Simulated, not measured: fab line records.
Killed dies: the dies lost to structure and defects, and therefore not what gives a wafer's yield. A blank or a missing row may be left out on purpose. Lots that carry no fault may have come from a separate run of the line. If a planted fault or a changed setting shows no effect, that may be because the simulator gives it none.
What tool caused it? + flow sky130 + Sampling: 12 lots, 35 wafers, 5 of 708 route steps

== WHAT THE GAUGES READ, wafer by wafer ==
SKY_VIA3_THK_MEAS_01. Usual: VIA3_HDPCVD_THK gives 1634 nm (standard deviation 17).
| lot  | measured     | on           | VIA3_HDPCVD_THK (nm) | flag |
|------|--------------|--------------|----------------------|------|
| L439 | day 38 22:04 | filmMetro-01 | 1626 1634 1629       |      |
| L443 | day 40 01:11 | filmMetro-03 | 1618 1599 1620       |      |
| L444 | day 40 06:40 | filmMetro-01 | 1630 1644 1618       |      |
| L445 | day 40 12:05 | filmMetro-01 | 1647 1635 1623       |      |
| L446 | day 40 19:13 | filmMetro-03 | 1655 1665 1632       |      |
| L449 | day 41 17:37 | filmMetro-01 | 1622 1622 1628       |      |
| L450 | day 42 08:52 | filmMetro-03 | 1637 1650 1665       |      |
| L451 | day 42 08:13 | filmMetro-01 | 1635 1630 1656       |      |
| L457 | day 43 23:24 | filmMetro-01 | 1658 1646 1644       |      |
| L458 | day 44 00:12 | filmMetro-01 | 1605 2046            | OFF  |
| L461 | day 44 17:13 | filmMetro-03 | 1601 1609 2043       | OFF  |
| L462 | day 45 00:20 | filmMetro-03 | 1665 1674 1667       |      |

SKY_VIA3_CD_MEAS_12 targets a cd of 200 nm. Usual: cdNm 199.8 nm, standard deviation 1.4.
| lot  | measured     | on       | cdNm (nm)         | flag |
|------|--------------|----------|-------------------|------|
| L439 | day 39 22:53 | cdSem-02 | 202.0 201.6 199.8 |      |
| L443 | day 41 01:13 | cdSem-01 | 201.2 202.8 204.2 |      |
| L444 | day 41 06:59 | cdSem-01 | 199.4 200.1 200.2 |      |
| L445 | day 41 12:11 | cdSem-01 | 198.9 198.5 197.6 |      |
| L446 | day 41 19:08 | cdSem-02 | 201.4 200.7 199.8 |      |
| L449 | day 42 17:16 | cdSem-02 | 199.2 198.5 198.8 |      |
| L450 | day 43 08:11 | cdSem-02 | 200.1 199.6 199.2 |      |
| L451 | day 43 06:56 | cdSem-01 | 198.0 199.2 200.2 |      |
| L457 | day 44 21:28 | cdSem-02 | 198.7 198.6 199.4 |      |
| L458 | day 44 22:25 | cdSem-01 | 200.9 202.4       |      |
| L461 | day 45 14:53 | cdSem-01 | 199.7 198.3 199.4 |      |
| L462 | day 45 22:11 | cdSem-02 | 198.8 198.8 199.7 |      |

== WHICH TOOL RAN EACH LOT (tool, then ch and the chambers of the sampled wafers, then the start) ==
| lot  | SKY_METAL2_SPUTTER_04       | SKY_METAL3_SPUTTER_00       | SKY_VIA3_HDPCVD_00               |
|------|-----------------------------|-----------------------------|----------------------------------|
| L439 | pvdSputter-02, day 34 09:32 | pvdSputter-03, day 36 16:20 | hdpcvd-01 ch 0,2, day 38 21:53   |
| L443 | pvdSputter-04, day 35 14:20 | pvdSputter-03, day 37 21:40 | hdpcvd-01 ch 0,1, day 40 01:01   |
| L444 | pvdSputter-02, day 35 21:10 | pvdSputter-03, day 38 04:20 | hdpcvd-01 ch 0,1, day 40 06:29   |
| L445 | pvdSputter-03, day 36 01:46 | pvdSputter-02, day 38 09:07 | hdpcvd-02 ch 0,1,2, day 40 11:58 |
| L446 | pvdSputter-03, day 36 10:02 | pvdSputter-03, day 38 17:25 | hdpcvd-02 ch 0,1,2, day 40 19:02 |
| L449 | pvdSputter-03, day 37 08:23 | pvdSputter-01, day 39 14:32 | hdpcvd-01 ch 0,2, day 41 17:27   |
| L450 | pvdSputter-02, day 38 00:44 | pvdSputter-02, day 40 07:05 | hdpcvd-02 ch 0,1, day 42 08:41   |
| L451 | pvdSputter-04, day 38 01:05 | pvdSputter-02, day 40 06:33 | hdpcvd-01 ch 1,2, day 42 08:03   |
| L457 | pvdSputter-02, day 39 20:19 | pvdSputter-03, day 41 23:38 | hdpcvd-02 ch 1,2, day 43 23:14   |
| L458 | pvdSputter-02, day 39 21:38 | pvdSputter-03, day 42 01:06 | hdpcvd-01 ch 0,1, day 44 00:02   |
| L461 | pvdSputter-03, day 40 15:34 | pvdSputter-02, day 42 17:45 | hdpcvd-01 ch 1,2, day 44 17:02   |
| L462 | pvdSputter-02, day 40 22:52 | pvdSputter-03, day 43 01:09 | hdpcvd-02 ch 1,2, day 45 00:09   |
- SKY_METAL2_SPUTTER_04: material TiN, target thk 70 nm, time 58.3 s.
- SKY_METAL3_SPUTTER_00: material Ti, target thk 15 nm, time 10 s.
- SKY_VIA3_HDPCVD_00: deposits SiO2, target thk 1635 nm, time 272.5 s.

== WHAT THE TOOLS THEMSELVES READ (means of the sampled wafers that have a number; where no wafer has one, the mark that the record gives instead) ==
SKY_METAL2_SPUTTER_04. Usual: throttleValvePct 30.5 %, standard deviation 0.91.
| lot  | tool          | throttleValvePct (%) | flag |
|------|---------------|----------------------|------|
| L439 | pvdSputter-02 | 30.4                 |      |
| L443 | pvdSputter-04 | 30.1                 |      |
| L444 | pvdSputter-02 | 30.6                 |      |
| L445 | pvdSputter-03 | 31.2                 |      |
| L446 | pvdSputter-03 | 29.6                 |      |
| L449 | pvdSputter-03 | 30.5                 |      |
| L450 | pvdSputter-02 | 30.5                 |      |
| L451 | pvdSputter-04 | 29.8                 |      |
| L457 | pvdSputter-02 | 30.7                 |      |
| L458 | pvdSputter-02 | 30.3                 |      |
| L461 | pvdSputter-03 | 31.3                 |      |
| L462 | pvdSputter-02 | 30.3                 |      |

SKY_METAL3_SPUTTER_00. Usual: throttleValvePct 30.6 %, standard deviation 1.
| lot  | tool          | throttleValvePct (%) | flag |
|------|---------------|----------------------|------|
| L439 | pvdSputter-03 | 30.2                 |      |
| L443 | pvdSputter-03 | 30.5                 |      |
| L444 | pvdSputter-03 | 29.9                 |      |
| L445 | pvdSputter-02 | 30.5                 |      |
| L446 | pvdSputter-03 | 31.3                 |      |
| L449 | pvdSputter-01 | 29.8                 |      |
| L450 | pvdSputter-02 | 30.6                 |      |
| L451 | pvdSputter-02 | 30.5                 |      |
| L457 | pvdSputter-03 | 30.7                 |      |
| L458 | pvdSputter-03 | 30.4                 |      |
| L461 | pvdSputter-02 | 30.3                 |      |
| L462 | pvdSputter-03 | 30.3                 |      |

SKY_VIA3_HDPCVD_00. Usual: pressureMtorr 5.999 mTorr, standard deviation 0.012; runLengthS 300.4 s, standard deviation 0.63; susceptorTempC 399.98 C, standard deviation 0.21.
| lot  | tool      | pressureMtorr (mTorr) | runLengthS (s) | susceptorTempC (C) | flag |
|------|-----------|-----------------------|----------------|--------------------|------|
| L439 | hdpcvd-01 | 6.002                 | 300.4          | 399.98             |      |
| L443 | hdpcvd-01 | 6.004                 | 300.3          | 399.86             |      |
| L444 | hdpcvd-01 | 5.987                 | 300.0          | 399.93             |      |
| L445 | hdpcvd-02 | 6.007                 | 300.4          | 399.85             |      |
| L446 | hdpcvd-02 | 6.005                 | 300.7          | 399.93             |      |
| L449 | hdpcvd-01 | 5.994                 | 300.8          | 400.11             |      |
| L450 | hdpcvd-02 | 5.984                 | 300.8          | 400.11             |      |
| L451 | hdpcvd-01 | 5.998                 | 300.3          | 399.93             |      |
| L457 | hdpcvd-02 | 5.995                 | 300.6          | 400.09             |      |
| L458 | hdpcvd-01 | 5.990                 | 336.3          | 400.02             | OFF  |
| L461 | hdpcvd-01 | 5.999                 | 324.5          | 399.98             | OFF  |
| L462 | hdpcvd-02 | 5.990                 | 300.6          | 400.03             |      |

== THE ANSWER, worked out from the rows above alone ==
Rule: a lot is off if the mean of its wafers that have a number lies more than 3 standard deviations from the usual mean. Also off: a lot with no number at a reading for which 4 or more lots have one. Any other lot the step has rows for is counted as sound. After the gauges, taken in route order, come the tools' own readings; for these a lot's mean is taken, as printed above. The first step at which some lot is off is used, and at that step the reading that is off furthest; a lot without a number counts as furthest.
Off: at SKY_VIA3_THK_MEAS_01 (VIA3_HDPCVD_THK), L458, L461.
If a tool, at a process step before that reading, ran all the lots that are off and no sound lot after the first of them, it fits. Not tried: the gauges at SKY_VIA3_THK_MEAS_01; whatever is off there is also off at SKY_VIA3_HDPCVD_00, on other tools, and gauge error can't account for it. One fits: hdpcvd-01 at SKY_VIA3_HDPCVD_00. A fault onset in the window from L451 (day 42 08:03, its last sound lot) to L458 (day 44 00:02, its first lot off) fits.
The tool's own readings at SKY_VIA3_HDPCVD_00 bear it out: on the lots that are off they differ by more than 5 times the standard deviation of the sound lots' means. runLengthS reads 330.4 s there against 300.5 s on the sound lots.

== WHAT WAS PUT IN BY THE SIMULATOR ==
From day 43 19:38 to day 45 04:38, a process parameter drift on hdpcvd-01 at SKY_VIA3_HDPCVD_00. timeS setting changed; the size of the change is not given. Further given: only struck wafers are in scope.
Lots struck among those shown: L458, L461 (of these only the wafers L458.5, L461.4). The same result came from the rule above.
